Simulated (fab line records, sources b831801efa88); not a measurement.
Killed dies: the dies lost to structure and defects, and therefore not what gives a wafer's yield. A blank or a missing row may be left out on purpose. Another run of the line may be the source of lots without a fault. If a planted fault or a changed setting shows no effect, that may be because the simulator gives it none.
One fault through the eyes of 2 desks ; flow sky130 ; every desk sees just its own numbers, and what lay behind them comes last

## TOOL OWNER'S DESK, lpcvd-03
The tool's own readings at SKY_SONOS_ONO_CVD_04 (deposits SiO2 from SiH4/N2O, target thk 5.7199 nm): means of the sampled wafers that have a number, for each lot that ran on this tool. Any lot whose mean is over 4 standard deviations away from the usual mean is out of limits and marked OUT; that distance is given in the brackets.
Columns: A = zone power bottom pct at SKY_SONOS_ONO_CVD_04, usual 29.3 %
lot;first seen here;A
L645;day 11 01:34;28.3
L646;day 12 01:26;28.3
L647;day 12 02:41;29.9
L651;day 13 23:28;29.9
L654;day 14 15:47;28.2
L656;day 15 00:37;29.7
L655;day 15 01:52;29.6
L657;day 15 10:47;29.6
L666;day 19 04:22;29.8
L668;day 19 10:45;30.0
L667;day 19 12:38;30.2
This desk found nothing out of limits on any of the 11 lots.

## METROLOGY DESK
Means of the sampled wafers that have a number, per lot and without regard to the tool the lot ran on: this is what the gauges read. Any lot whose mean is over 4 standard deviations away from the usual mean is out of limits and marked OUT; that distance is given in the brackets.
Columns: A = SONOS_ONO_CVD_04_THK at SKY_SONOS_ONO_THK_MEAS_05, usual 5.67 nm
lot;first seen here;A
L645;day 11 02:49;5.72
L646;day 12 02:41;5.85
L647;day 12 03:56;5.67
L651;day 14 00:43;5.79
L654;day 14 17:04;5.67
L656;day 15 01:52;8.12 (+20) OUT
L655;day 15 03:07;7.94 (+19) OUT
L657;day 15 12:02;8.12 (+20) OUT
L666;day 19 06:14;5.58
L668;day 19 12:38;5.81
L667;day 19 14:30;5.67
This desk reports L655, L656, L657 out of limits; the earliest was L656 at day 15 01:52 (SONOS_ONO_CVD_04_THK at SKY_SONOS_ONO_THK_MEAS_05). Within limits: L645, L646, L647, L651, L654, L666, L668, L667.

## TAKEN TOGETHER
An alarm was possible from the metrology desk at day 15 01:52, on L655, L656, L657.
Nothing out of limits was seen by the tool owner's desk.
On record at the tool owner's desk: L655, L656, L657, within its limits.
Every lot named ran SKY_SONOS_ONO_CVD_04 on lpcvd-03.

## WHAT THE SIMULATOR HAD INSERTED
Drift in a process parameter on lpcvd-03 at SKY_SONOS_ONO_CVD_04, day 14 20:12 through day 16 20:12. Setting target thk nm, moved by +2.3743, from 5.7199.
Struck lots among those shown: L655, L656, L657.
Delay in hours, fault start to first out-of-limits reading, per desk: metrology desk 6.
